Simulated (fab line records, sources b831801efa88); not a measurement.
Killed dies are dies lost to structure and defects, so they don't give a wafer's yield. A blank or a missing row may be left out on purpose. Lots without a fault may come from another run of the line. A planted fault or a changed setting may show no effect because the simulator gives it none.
Which tool did it? | flow gf180mcu | 11 lots, 33 wafers sampled, at 7 steps of a route of 602

WHAT THE GAUGES READ, wafer by wafer
GF_HV_LDD_CD_MEAS_19: target cd 400 nm.
lot  | measured     | on        | cd_nm (nm)
L303 | day 11 06:12 | cd_sem-01 | 402.9 403.8 402.6
L305 | day 11 22:35 | cd_sem-01 | 400.6 399.4 402.1
L308 | day 12 18:44 | cd_sem-01 | 397.3 396.8 396.9
L309 | day 13 02:08 | cd_sem-01 | 398.5 398.7 399.7
L310 | day 13 09:17 | cd_sem-02 | 396.1 395.6 394.0
L311 | day 13 17:16 | cd_sem-01 | 398.5 398.2 398.8
L317 | day 15 23:14 | cd_sem-01 | 396.4 397.3 398.1
L318 | day 16 03:55 | cd_sem-02 | 398.1 398.0 398.7
L321 | day 17 01:58 | cd_sem-02 | 400.5 399.2 397.2
L322 | day 17 08:45 | cd_sem-02 | 400.7 401.0 401.8
L324 | day 18 09:11 | cd_sem-01 | 397.2 398.0 397.3

GF_HV_LDD_TW_MEAS_23.
lot  | measured     | on            | HV_LDD_2_TW
L303 | day 11 06:35 | film_metro-01 | 1070 1068 1068
L305 | day 11 22:59 | film_metro-01 | 1069 1074 1067
L308 | day 12 19:08 | film_metro-04 | 1056 1052 1052
L309 | day 13 02:32 | film_metro-04 | 1050 1047 1049
L310 | day 13 09:41 | film_metro-02 | 1059 1052 1055
L311 | day 13 17:40 | film_metro-01 | 1060 1069 1064
L317 | day 15 23:41 | film_metro-04 | 1049 1051 1053
L318 | day 16 04:18 | film_metro-02 | 1063 1065 1060
L321 | day 17 02:20 | film_metro-01 | 1068 1064 1060
L322 | day 17 09:09 | film_metro-04 | 1048 1048 1056
L324 | day 18 09:35 | film_metro-04 | 1045 1051 1050

GF_NSD_TW_MEAS_12.
lot  | measured     | on            | NSD_TW
L303 | day 13 21:35 | film_metro-03 | 4222 4207 4224
L305 | day 14 13:53 | film_metro-01 | 4304 4338 4330
L308 | day 15 12:47 | film_metro-03 | 4220 4218 4204
L309 | day 15 21:38 | film_metro-01 | 4129 4125 4125
L310 | day 16 03:35 | film_metro-04 | 4064 4044 4053 4086 4061 4074
L311 | day 16 14:20 | film_metro-03 | 4017 4021 4022 4011 4021 4024
L317 | day 19 00:33 | film_metro-03 | 4163 4190 4198
L318 | day 19 04:51 | film_metro-03 | 4199 4206 4204
L321 | day 20 06:55 | film_metro-03 | 4215 4238 4187
L322 | day 20 11:56 | film_metro-04 | 4246 4223 4254
L324 | day 21 14:29 | film_metro-01 | 4289 4269 4276

GF_PSD_OVL_MEAS_08.
lot  | measured     | on         | PSD_OVL (nm)
L303 | day 14 17:07 | overlay-01 | 0.1 -1.6 1.5
L305 | day 15 11:10 | overlay-02 | -0.8 -1.3 -2.7
L308 | day 16 10:29 | overlay-01 | -1.6 0.5 0.4
L309 | day 16 19:42 | overlay-02 | 1.8 -0.1 -0.4
L310 | day 17 01:53 | overlay-02 | 1.1 1.7 -0.4
L311 | day 17 13:02 | overlay-02 | 0.0 -0.5 -2.8
L317 | day 20 00:49 | overlay-02 | -0.8 -0.6 -0.6
L318 | day 20 05:12 | overlay-02 | 0.7 2.5 1.0
L321 | day 21 06:18 | overlay-01 | -1.2 0.1 0.1
L322 | day 21 11:56 | overlay-01 | 0.2 0.5 -0.2
L324 | day 22 13:54 | overlay-01 | -1.0 -1.0 1.5

GF_PSD_RS_MEAS_14: measures by four-point-probe.
lot  | measured     | on            | NSD_RS (ohm/sq)
L303 | day 14 17:37 | film_metro-04 | 46.19 46.20 46.21
L305 | day 15 11:38 | film_metro-04 | 46.30 46.11 46.09
L308 | day 16 10:58 | film_metro-03 | 46.07 46.10 46.00
L309 | day 16 20:11 | film_metro-01 | 49.78 49.69 49.82 49.76 49.71 49.82
L310 | day 17 02:23 | film_metro-03 | 49.58 49.55 49.60 49.55 49.57 49.50
L311 | day 17 13:31 | film_metro-01 | 49.67 49.58 49.64 49.85 49.66 49.70
L317 | day 20 01:18 | film_metro-04 | 46.15 46.27 46.18
L318 | day 20 05:42 | film_metro-04 | 46.34 46.27 46.21
L321 | day 21 06:49 | film_metro-04 | 46.07 46.26 46.22
L322 | day 21 12:26 | film_metro-01 | 46.07 46.25 46.24
L324 | day 22 14:23 | film_metro-03 | 46.03 46.11 45.92

WHICH TOOL RAN EACH LOT (tool, then ch and the chambers of the sampled wafers, then the start)
lot  | GF_NSD_IMPLANT_09               | GF_NSD_STRIP_11
L303 | implanter-04 ch 0, day 13 21:13 | plasma_asher-03 ch 0,1, day 13 21:29
L305 | implanter-04 ch 0, day 14 13:29 | plasma_asher-04 ch 0,1, day 14 13:47
L308 | implanter-04 ch 0, day 15 12:23 | plasma_asher-04 ch 0,1, day 15 12:41
L309 | implanter-04 ch 0, day 15 21:14 | plasma_asher-02 ch 0,1, day 15 21:32
L310 | implanter-04 ch 0, day 16 03:11 | plasma_asher-03 ch 0,1, day 16 03:29
L311 | implanter-04 ch 0, day 16 13:56 | plasma_asher-03 ch 0,1, day 16 14:14
L317 | implanter-04 ch 0, day 19 00:10 | plasma_asher-03 ch 1, day 19 00:26
L318 | implanter-04 ch 0, day 19 04:29 | plasma_asher-02 ch 0,1, day 19 04:46
L321 | implanter-02 ch 0, day 20 06:32 | plasma_asher-02 ch 0,1, day 20 06:49
L322 | implanter-04 ch 0, day 20 11:33 | plasma_asher-04 ch 0,1, day 20 11:50
L324 | implanter-01 ch 0, day 21 14:05 | plasma_asher-03 ch 0, day 21 14:23
- GF_NSD_IMPLANT_09
- GF_NSD_STRIP_11: strips in O2/N2.

WHAT THE TOOLS THEMSELVES READ (means of the sampled wafers that have a number; where no wafer has one, the mark that the record gives instead)
GF_NSD_IMPLANT_09.
lot  | tool         | beam_energy_keV
L303 | implanter-04 | 60.012
L305 | implanter-04 | 59.984
L308 | implanter-04 | 59.993
L309 | implanter-04 | 47.360
L310 | implanter-04 | 47.385
L311 | implanter-04 | 47.373
L317 | implanter-04 | 60.010
L318 | implanter-04 | 59.989
L321 | implanter-02 | 59.994
L322 | implanter-04 | 59.982
L324 | implanter-01 | 60.028

GF_NSD_STRIP_11.
lot  | tool            | drypump_motor_current_A (A) | heater_power_w (W) | oes_product_au (a.u.) | strip_time_to_endpoint_s (s)
L303 | plasma_asher-03 | 5.68                        | 371                | 0.492                 | 22.93
L305 | plasma_asher-04 | 6.07                        | 339                | 0.488                 | 22.98
L308 | plasma_asher-04 | 6.07                        | 336                | 0.486                 | 23.00
L309 | plasma_asher-02 | 5.64                        | 328                | 0.502                 | 21.38
L310 | plasma_asher-03 | 5.67                        | 366                | 0.504                 | 21.29
L311 | plasma_asher-03 | 5.67                        | 365                | 0.504                 | 21.29
L317 | plasma_asher-03 | 5.71                        | 354                | 0.492                 | 22.98
L318 | plasma_asher-02 | 5.63                        | 327                | 0.492                 | 22.96
L321 | plasma_asher-02 | 5.64                        | 332                | 0.490                 | 23.02
L322 | plasma_asher-04 | 6.05                        | 345                | 0.487                 | 22.99
L324 | plasma_asher-03 | 5.69                        | 375                | 0.486                 | 22.99

THE ANSWER, worked out from the rows above alone
Rule: what is usual is taken from the lots themselves. Put in order of their means at a reading, lots are off if they are a third of the lots or fewer, leave a main group of 4 or more, and stand apart from it by a gap of 3 or more times the standard deviation of the main group's means; of several such gaps the widest counts. A main group whose means are all the same, to the digits that the tables above print for the reading, isn't used. A lot without any number at a reading at which 4 lots or more have one is off too. The other lots that the step has rows for count as sound. The gauges are gone through in route order, then the tools' own readings, and for those a lot's mean is taken as printed above. The first step at which some lot is off is used, and at that step the reading that is off furthest; a lot without a number counts as furthest.
Off: L309, L310, L311, at GF_PSD_RS_MEAS_14 (NSD_RS). The main group: mean 46.16 ohm/sq, standard deviation 0.077.
A tool fits if, at a process step before that reading, it ran every lot that is off, and no sound lot after the first of them. The gauges at GF_PSD_RS_MEAS_14 aren't tried: what is off there is off at GF_NSD_IMPLANT_09 too, on other tools, and a gauge's error can't cause that. None of those tried fits.

WHAT THE SIMULATOR HAD PUT IN
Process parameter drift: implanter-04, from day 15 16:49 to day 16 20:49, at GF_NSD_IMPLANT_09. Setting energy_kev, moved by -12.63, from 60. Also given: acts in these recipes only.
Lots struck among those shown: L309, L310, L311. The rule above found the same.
